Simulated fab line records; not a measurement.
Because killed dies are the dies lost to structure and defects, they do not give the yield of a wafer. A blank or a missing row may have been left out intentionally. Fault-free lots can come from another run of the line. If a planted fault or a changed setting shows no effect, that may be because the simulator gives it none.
Matching of chambers :: flow sky130 :: SKY_VIA4_CMP_02 on cmp-01 has 4 sister chambers
The step polishes SiO2. 4 wafers are shown with their chamber, then 12 later ones without.

## EACH WAFER AND ITS CHAMBER
wafer: L083.2
chamber: 3
motor-current-A (A): 12.8

wafer: L087.5
chamber: 1
motor-current-A (A): 12.4

wafer: L088.3
chamber: 0
motor-current-A (A): 10.7

wafer: L088.5
chamber: 2
motor-current-A (A): 11.0

## WAFERS MISSING THEIR CHAMBER
wafer: L089.3
motor-current-A (A): 13.2

wafer: L089.4
motor-current-A (A): 12.8

wafer: L089.5
motor-current-A (A): 12.9

wafer: L090.1
motor-current-A (A): 10.9

wafer: L090.2
motor-current-A (A): 11.8

wafer: L090.3
motor-current-A (A): 12.9

wafer: L093.1
motor-current-A (A): 13.0

wafer: L093.2
motor-current-A (A): 10.6

wafer: L093.4
motor-current-A (A): 11.8

wafer: L096.1
motor-current-A (A): 13.1

wafer: L096.2
motor-current-A (A): 10.8

wafer: L096.5
motor-current-A (A): 11.9

## CHAMBER TAKEN BY EACH
wafer: L089.3
from the rows above: can't be placed: 3 or 1
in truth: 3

wafer: L089.4
from the rows above: can't be placed: 3 or 1
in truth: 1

wafer: L089.5
from the rows above: can't be placed: 3 or 1
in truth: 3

wafer: L090.1
from the rows above: can't be placed: 2 or 0
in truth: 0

wafer: L090.2
from the rows above: can't be placed: 1 or 2 or 3 or 0
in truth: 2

wafer: L090.3
from the rows above: can't be placed: 3 or 1
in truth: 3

wafer: L093.1
from the rows above: can't be placed: 3 or 1
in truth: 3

wafer: L093.2
from the rows above: can't be placed: 0 or 2
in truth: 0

wafer: L093.4
from the rows above: can't be placed: 1 or 2 or 3 or 0
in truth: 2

wafer: L096.1
from the rows above: can't be placed: 3 or 1
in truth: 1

wafer: L096.2
from the rows above: can't be placed: 0 or 2
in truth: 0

wafer: L096.5
from the rows above: can't be placed: 1 or 2 or 3
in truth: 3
Correctly placed: 0 of 12. Not placeable from these rows: 12 (in 12, the candidates include the true chamber). Number placed wrongly: 0.
How it was worked out, from the rows above alone: a wafer's distance from a chamber is the root of the sum, over the readings, of the square of ((its reading less the chamber's mean) divided by the reading's scatter). If the next closest chamber is less than 2 further off than the closest, the wafer can't be placed; otherwise it belongs to the closest. The mean given for a chamber averages the wafers shown for that chamber. The scatter: root of mean squared gap, hidden wafer to nearest shown wafer, with one shown wafer a chamber.
